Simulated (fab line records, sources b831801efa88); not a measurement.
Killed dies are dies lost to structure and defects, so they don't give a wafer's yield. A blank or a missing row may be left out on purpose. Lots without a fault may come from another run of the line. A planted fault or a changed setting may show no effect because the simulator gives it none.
Which tool did it? | flow sky130 | 13 lots, 39 wafers sampled, at 6 steps of a route of 708

WHAT THE GAUGES READ, wafer by wafer
SKY_DNWELL_TW_MEAS_09.
lot  | measured    | on            | DNWELL_TW
L524 | day 3 05:58 | film_metro-02 | 1125 1124 1126
L525 | day 3 11:25 | film_metro-02 | 1115 1120 1120
L526 | day 3 14:44 | film_metro-04 | 1130 1129 1128
L527 | day 3 18:41 | film_metro-02 | 1120 1113 1111
L534 | day 5 11:52 | film_metro-03 | 1118 1116 1118
L538 | day 6 09:42 | film_metro-03 | 1120 1118 1111
L539 | day 6 14:23 | film_metro-04 | 1118 1108 1111
L540 | day 6 20:41 | film_metro-04 | 1119 1116 1117
L542 | day 7 05:40 | film_metro-03 | 1121 1117 1130
L543 | day 7 10:49 | film_metro-03 | 1130 1124 1127
L545 | day 7 21:13 | film_metro-04 | 1117 1115 1114
L546 | day 8 02:19 | film_metro-03 | 1115 1113 1110
L547 | day 8 07:42 | film_metro-03 | 1124 1133 1119

SKY_VT_ADJUST_LVTN_TW_MEAS_21.
lot  | measured     | on            | VT_ADJUST_LVTN_2_TW
L524 | day 7 17:58  | film_metro-03 | 189.7 188.4 189.5
L525 | day 8 00:38  | film_metro-03 | 189.4 189.1 189.5
L526 | day 8 05:13  | film_metro-01 | 188.4 188.4 188.3
L527 | day 8 09:37  | film_metro-04 | 188.2 188.2 187.8
L534 | day 10 16:05 | film_metro-03 | 30.5 30.5 30.4
L538 | day 11 20:35 | film_metro-03 | 190.5 190.3 190.5
L539 | day 12 02:01 | film_metro-04 | 188.5 187.9 189.3
L540 | day 12 10:55 | film_metro-04 | 188.1 188.6 188.0
L542 | day 12 19:57 | film_metro-03 | 191.3 190.6 191.2
L543 | day 13 02:16 | film_metro-03 | 190.6 191.4 190.4
L545 | day 13 14:19 | film_metro-04 | 189.2 189.7 190.4
L546 | day 13 21:50 | film_metro-03 | 191.6 190.8 190.5
L547 | day 14 05:53 | film_metro-03 | 189.6 191.0 191.0

SKY_GATE_OXIDE_OVL_MEAS_10.
lot  | measured     | on         | GATE_OXIDE_OVL (nm)
L524 | day 13 19:20 | overlay-02 | 0.0 -0.6 2.1
L525 | day 14 06:16 | overlay-01 | -0.8 -0.3 1.1
L526 | day 14 10:40 | overlay-01 | -2.2 0.3 0.3
L527 | day 14 15:46 | overlay-01 | -0.1 0.8 1.1
L534 | day 17 10:58 | overlay-02 | 1.3 1.5 1.7
L538 | day 19 00:34 | overlay-01 | 0.1 -1.9 -0.9
L539 | day 20 00:29 | overlay-01 | -1.8 -1.0 -1.5
L540 | day 19 23:46 | overlay-02 | 0.7 1.9 0.2
L542 | day 20 04:19 | overlay-02 | 1.0 1.3 0.5
L543 | day 20 12:13 | overlay-02 | -1.4 -0.4 -1.1
L545 | day 21 01:58 | overlay-02 | -0.4 -1.5 -2.8
L546 | day 21 20:40 | overlay-02 | -2.3 -0.6 -2.8
L547 | day 21 20:58 | overlay-02 | -0.7 -0.1 -0.6

SKY_POLY_GATE_OVL_MEAS_14.
lot  | measured     | on         | POLY_GATE_OVL (nm)
L524 | day 16 08:02 | overlay-01 | -2 -1 4
L525 | day 16 19:44 | overlay-02 | 9 2 -2
L526 | day 17 01:44 | overlay-02 | -4 3 -7
L527 | day 17 05:47 | overlay-01 | 5 -6 -7
L534 | day 20 07:35 | overlay-02 | -8 -18 -9
L538 | day 21 20:08 | overlay-01 | 1 -4 -3
L539 | day 22 20:08 | overlay-01 | -13 -6 -2
L540 | day 22 17:35 | overlay-02 | -3 -2 3
L542 | day 22 23:58 | overlay-01 | 3 -2 3
L543 | day 23 08:32 | overlay-02 | -2 0 -8
L545 | day 23 20:17 | overlay-02 | -2 -6 -8
L546 | day 24 15:22 | overlay-02 | -3 -8 3
L547 | day 24 17:37 | overlay-01 | -5 0 -12

WHICH TOOL RAN EACH LOT (tool, then ch and the chambers of the sampled wafers, then the start)
lot  | SKY_VT_ADJUST_LVTN_STRIP_09          | SKY_VT_ADJUST_LVTN_STRIP_20
L524 | plasma_asher-01 ch 0,1, day 6 21:33  | plasma_asher-03 ch 0,1, day 7 17:51
L525 | plasma_asher-03 ch 0,1, day 7 04:26  | plasma_asher-04 ch 0,1, day 8 00:32
L526 | plasma_asher-04 ch 0,1, day 7 09:05  | plasma_asher-04 ch 0,1, day 8 05:08
L527 | plasma_asher-01 ch 0,1, day 7 13:20  | plasma_asher-04 ch 0,1, day 8 09:32
L534 | plasma_asher-03 ch 0,1, day 9 18:14  | plasma_asher-03 ch 0,1, day 10 15:59
L538 | plasma_asher-01 ch 0,1, day 10 20:23 | plasma_asher-04 ch 0,1, day 11 20:29
L539 | plasma_asher-01 ch 0,1, day 11 02:05 | plasma_asher-01 ch 0,1, day 12 01:56
L540 | plasma_asher-04 ch 0,1, day 11 09:56 | plasma_asher-03 ch 0,1, day 12 10:49
L542 | plasma_asher-01 ch 0,1, day 11 18:53 | plasma_asher-04 ch 0,1, day 12 19:51
L543 | plasma_asher-04 ch 0,1, day 12 00:53 | plasma_asher-04 ch 1, day 13 02:09
L545 | plasma_asher-03 ch 0, day 12 12:12   | plasma_asher-03 ch 0,1, day 13 14:12
L546 | plasma_asher-01 ch 0,1, day 12 20:12 | plasma_asher-03 ch 0,1, day 13 21:44
L547 | plasma_asher-01 ch 0,1, day 13 04:35 | plasma_asher-01 ch 0,1, day 14 05:47
- SKY_VT_ADJUST_LVTN_STRIP_09: strips in O2/N2.
- SKY_VT_ADJUST_LVTN_STRIP_20: strips in O2/N2.

WHAT THE TOOLS THEMSELVES READ (means of the sampled wafers that have a number; where no wafer has one, the mark that the record gives instead)
SKY_VT_ADJUST_LVTN_STRIP_09.
lot  | tool            | drypump_motor_current_A (A) | oes_product_au (a.u.) | strip_time_to_endpoint_s (s)
L524 | plasma_asher-01 | 5.4                         | 0.722                 | 36.83
L525 | plasma_asher-03 | 6.1                         | 0.719                 | 37.01
L526 | plasma_asher-04 | 5.7                         | 0.719                 | 36.75
L527 | plasma_asher-01 | 5.3                         | 0.720                 | 36.89
L534 | plasma_asher-03 | 5.8                         | 0.956                 | -
L538 | plasma_asher-01 | 5.3                         | 0.725                 | 36.98
L539 | plasma_asher-01 | 5.3                         | 0.725                 | 36.88
L540 | plasma_asher-04 | 5.7                         | 0.721                 | 37.00
L542 | plasma_asher-01 | 5.3                         | 0.720                 | 36.79
L543 | plasma_asher-04 | 5.7                         | 0.722                 | 36.84
L545 | plasma_asher-03 | 6.4                         | 0.725                 | 37.01
L546 | plasma_asher-01 | 5.3                         | 0.718                 | 36.87
L547 | plasma_asher-01 | 5.3                         | 0.723                 | 36.85

SKY_VT_ADJUST_LVTN_STRIP_20.
lot  | tool            | drypump_motor_current_A (A) | oes_product_au (a.u.) | strip_time_to_endpoint_s (s)
L524 | plasma_asher-03 | 6.1                         | 0.722                 | 14.18
L525 | plasma_asher-04 | 5.7                         | 0.717                 | 14.17
L526 | plasma_asher-04 | 5.7                         | 0.717                 | 14.15
L527 | plasma_asher-04 | 5.7                         | 0.715                 | 14.22
L534 | plasma_asher-03 | 6.1                         | 0.718                 | 28.06
L538 | plasma_asher-04 | 5.8                         | 0.718                 | 14.17
L539 | plasma_asher-01 | 5.3                         | 0.713                 | 14.26
L540 | plasma_asher-03 | 6.1                         | 0.719                 | 14.18
L542 | plasma_asher-04 | 5.8                         | 0.713                 | 14.23
L543 | plasma_asher-04 | 5.8                         | 0.715                 | 14.20
L545 | plasma_asher-03 | 5.7                         | 0.714                 | 14.22
L546 | plasma_asher-03 | 6.1                         | 0.719                 | 14.23
L547 | plasma_asher-01 | 5.4                         | 0.716                 | 14.20

THE ANSWER, worked out from the rows above alone
Rule: what is usual is taken from the lots themselves. Put in order of their means at a reading, lots are off if they are a third of the lots or fewer, leave a main group of 4 or more, and stand apart from it by a gap of 3 or more times the standard deviation of the main group's means; of several such gaps the widest counts. A main group whose means are all the same, to the digits that the tables above print for the reading, isn't used. A lot without any number at a reading at which 4 lots or more have one is off too. The other lots that the step has rows for count as sound. The gauges are gone through in route order, then the tools' own readings, and for those a lot's mean is taken as printed above. The first step at which some lot is off is used, and at that step the reading that is off furthest; a lot without a number counts as furthest.
Off: L534, at SKY_VT_ADJUST_LVTN_TW_MEAS_21 (VT_ADJUST_LVTN_2_TW). The main group: mean 189.6, standard deviation 1.1.
A tool fits if, at a process step before that reading, it ran every lot that is off, and no sound lot after the first of them. The gauges at SKY_VT_ADJUST_LVTN_TW_MEAS_21 aren't tried: what is off there is off at SKY_VT_ADJUST_LVTN_STRIP_09 too, on other tools, and a gauge's error can't cause that. None of those tried fits.

WHAT THE SIMULATOR HAD PUT IN
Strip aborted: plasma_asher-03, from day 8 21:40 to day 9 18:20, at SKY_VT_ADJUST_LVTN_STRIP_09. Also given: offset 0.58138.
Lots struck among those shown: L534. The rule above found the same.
